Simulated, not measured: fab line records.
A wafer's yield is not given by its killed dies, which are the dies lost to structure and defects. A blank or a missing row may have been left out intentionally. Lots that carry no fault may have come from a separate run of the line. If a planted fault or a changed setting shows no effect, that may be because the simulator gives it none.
Which tool did it?	flow gf180mcu	18 wafers from 6 lots sampled at 2 of the route's 602 steps

== WHAT EACH GAUGE READ, for each wafer ==
GF_DUAL_GATE_THK_MEAS_03.
lot	measured	on	DUAL_GATE_OXIDATION_00_THK (nm)
L320	day 8 02:26	film-metro-01	10.89 11.00 11.14
L325	day 9 10:59	film-metro-01	11.10 11.01 11.15
L327	day 9 22:31	film-metro-01	16.91 16.85 16.79
L333	day 11 14:57	film-metro-01	10.53 10.73 10.98
L337	day 12 18:44	film-metro-02	10.64 10.59 10.50
L341	day 14 06:20	film-metro-01	10.59 10.54 10.59

== WHAT TOOL EACH LOT RAN ON (gives the tool, then ch and the chambers of the sampled wafers, and finally the start) ==
lot	GF_DUAL_GATE_OXIDATION_02
L320	furnace-01 ch 0, day 8 00:59
L325	furnace-01 ch 0, day 9 09:31
L327	furnace-01 ch 0, day 9 21:04
L333	furnace-02 ch 0, day 11 13:31
L337	furnace-02 ch 0, day 12 17:17
L341	furnace-02 ch 0, day 14 04:53
- GF_DUAL_GATE_OXIDATION_02: stabilise 600 s, purge 300 s, target thk 10.887 nm.

== THE ANSWER, worked out from the rows above alone ==
Rule: the usual values come from the lots themselves. Put in order of their means at a reading, lots are off if they are a third of the lots or fewer, leave a main group of 4 or more, and stand apart from it by a gap of 3 or more times the standard deviation of the main group's means; of several such gaps the widest counts. If all means in a main group match to the digits the tables above print for the reading, that group is not used. A lot without any number at a reading at which 4 lots or more have one is off too. The other lots that the step has rows for count as sound.
Off: at GF_DUAL_GATE_THK_MEAS_03 (DUAL_GATE_OXIDATION_00_THK), L327. For the main group the mean is 10.80 nm and the standard deviation 0.21.
If a tool, at a process step before that reading, ran all the lots that are off and no sound lot after the first of them, it fits. The gauges at GF_DUAL_GATE_THK_MEAS_03 are tried like those tools. One fits: GF_DUAL_GATE_OXIDATION_02 on furnace-01. Its last sound lot is L325 (day 9 09:31), its first lot that is off L327 (day 9 21:04): a fault that began between those two fits.

== WHAT THE SIMULATOR HAD INSERTED ==
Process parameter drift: furnace-01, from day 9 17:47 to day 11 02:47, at GF_DUAL_GATE_OXIDATION_02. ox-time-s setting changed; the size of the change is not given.
Shown lots that were struck: L327. The same result came from the rule above.
